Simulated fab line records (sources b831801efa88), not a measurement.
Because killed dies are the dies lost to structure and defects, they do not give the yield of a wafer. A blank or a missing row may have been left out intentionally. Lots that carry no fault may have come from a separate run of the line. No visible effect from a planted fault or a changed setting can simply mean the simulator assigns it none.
Which tool did it? + flow sky130 + 31 wafers sampled from 11 lots at 1 step of a route of 708

WHAT EACH GAUGE READ, for each wafer
SKY_SONOS_ONO_CD_MEAS_13: the cd target is 410 nm. Usual: cd nm reads 410.2 nm (standard deviation 2.4).
| lot  | measured     | on        | cd nm (nm)        | flag |
|------|--------------|-----------|-------------------|------|
| L191 | day 13 01:26 | cd sem-01 | 411.6 410.9 413.2 |      |
| L192 | day 13 06:04 | cd sem-02 | 411.5 409.2 409.4 |      |
| L194 | day 13 11:56 | cd sem-02 | 410.7 412.4 412.5 |      |
| L195 | day 13 18:13 | cd sem-01 | 413.3 412.8 413.3 |      |
| L199 | day 15 02:46 | cd sem-01 | 409.7 410.5 410.1 |      |
| L200 | day 15 17:52 | cd sem-01 | 412.3 414.3 413.9 |      |
| L209 | day 19 00:11 | cd sem-01 | 412.1 411.6 413.7 |      |
| L210 | day 19 09:31 | cd sem-02 | 409.0 412.8       |      |
| L211 | day 19 09:32 | cd sem-01 | 406.4 409.4       |      |
| L212 | day 19 23:26 | cd sem-02 | 414.3 412.5 409.8 |      |
| L214 | day 20 11:45 | cd sem-01 | 409.9 408.1 408.6 |      |

EACH LOT AND THE TOOL THAT RAN IT (in order: tool; ch and the chambers of the sampled wafers; start)
The record holds no process step before these readings.

WHAT THE TOOLS THEMSELVES READ (means of the sampled wafers that have a number; where no wafer has one, the mark that the record gives instead)
The record holds no such reading with a usual standard deviation.

THE ANSWER, worked out from the rows above alone
Rule: a lot is off if the mean of its wafers that have a number lies more than 3 standard deviations from the usual mean. Also off: a lot with no number at a reading for which 4 or more lots have one. Where the step has rows for the other lots, those lots are counted as sound. Order of review: gauges by route order, followed by the tools' own readings, for which a lot's mean as printed above is used. At the first step where some lot is off, the reading lying furthest off is the one used; lots without a number count as furthest.
No lot is off at any reading shown: from this, nothing can be told.

WHAT THE SIMULATOR PUT IN
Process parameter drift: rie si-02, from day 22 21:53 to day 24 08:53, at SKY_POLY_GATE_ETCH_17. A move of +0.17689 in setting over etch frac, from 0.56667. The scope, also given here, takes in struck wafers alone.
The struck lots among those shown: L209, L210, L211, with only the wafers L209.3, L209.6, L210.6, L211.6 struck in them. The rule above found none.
